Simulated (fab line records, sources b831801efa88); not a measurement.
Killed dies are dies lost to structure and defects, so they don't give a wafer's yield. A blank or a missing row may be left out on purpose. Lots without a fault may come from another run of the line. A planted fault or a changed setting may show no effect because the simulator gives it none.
Which tool did it? | flow sky130 | 6 lots, 18 wafers sampled, at 4 steps of a route of 708

WHAT THE GAUGES READ, wafer by wafer
SKY_PASSIVATION_THK_MEAS_01.
lot  | measured     | on            | PASSIVATION_CVD_00_THK (nm)
L514 | day 43 21:21 | film_metro-01 | 90.3 90.6 90.0
L518 | day 45 11:41 | film_metro-01 | 88.9 90.4 89.6
L520 | day 46 02:52 | film_metro-04 | 89.2 91.3 90.8
L522 | day 46 05:11 | film_metro-01 | 89.7 91.8 91.3
L524 | day 46 20:15 | film_metro-04 | 89.7 88.3 89.4
L535 | day 49 08:01 | film_metro-04 | 88.6 89.5 91.4

WHICH TOOL RAN EACH LOT (tool, then ch and the chambers of the sampled wafers, then the start)
lot  | SKY_METAL1_SPUTTER_04        | SKY_CAP2M_METAL_ETCH_13           | SKY_METAL4_ETCH_17
L514 | pvd_sputter-02, day 31 14:33 | rie_metal-04 ch 0,1, day 40 19:37 | rie_diel-04 ch 1,3, day 41 20:37
L518 | pvd_sputter-04, day 33 14:29 | rie_metal-01 ch 1, day 42 12:00   | rie_diel-04 ch 0,1,2, day 43 12:06
L520 | pvd_sputter-04, day 34 08:43 | rie_metal-02 ch 0,1, day 43 05:40 | rie_diel-01 ch 1,2, day 44 05:02
L522 | pvd_sputter-04, day 34 10:58 | rie_metal-04 ch 0,1, day 43 08:11 | rie_diel-02 ch 0,1,3, day 44 07:20
L524 | pvd_sputter-01, day 35 09:15 | rie_metal-01 ch 0,1, day 44 00:49 | rie_diel-01 ch 0,2,3, day 44 23:24
L535 | pvd_sputter-04, day 38 16:05 | rie_metal-01 ch 0,1, day 46 18:32 | rie_diel-01 ch 0,1, day 47 16:11
- SKY_METAL1_SPUTTER_04: material TiN, target thk 70 nm, time 58.3 s.
- SKY_CAP2M_METAL_ETCH_13: etches TiN in Cl2/BCl3, stops on SiO2, target depth 220 nm, time 62.9 s.
- SKY_METAL4_ETCH_17: etches SiO2 in C4F8/O2/Ar, stops on TiN, time 3.9 s, target depth 15 nm.

THE ANSWER, worked out from the rows above alone
Rule: what is usual is taken from the lots themselves. Put in order of their means at a reading, lots are off if they are a third of the lots or fewer, leave a main group of 4 or more, and stand apart from it by a gap of 3 or more times the standard deviation of the main group's means; of several such gaps the widest counts. A main group whose means are all the same, to the digits that the tables above print for the reading, isn't used. A lot without any number at a reading at which 4 lots or more have one is off too. The other lots that the step has rows for count as sound.
No lot is off at any reading shown: from this, nothing can be told.

WHAT THE SIMULATOR HAD PUT IN
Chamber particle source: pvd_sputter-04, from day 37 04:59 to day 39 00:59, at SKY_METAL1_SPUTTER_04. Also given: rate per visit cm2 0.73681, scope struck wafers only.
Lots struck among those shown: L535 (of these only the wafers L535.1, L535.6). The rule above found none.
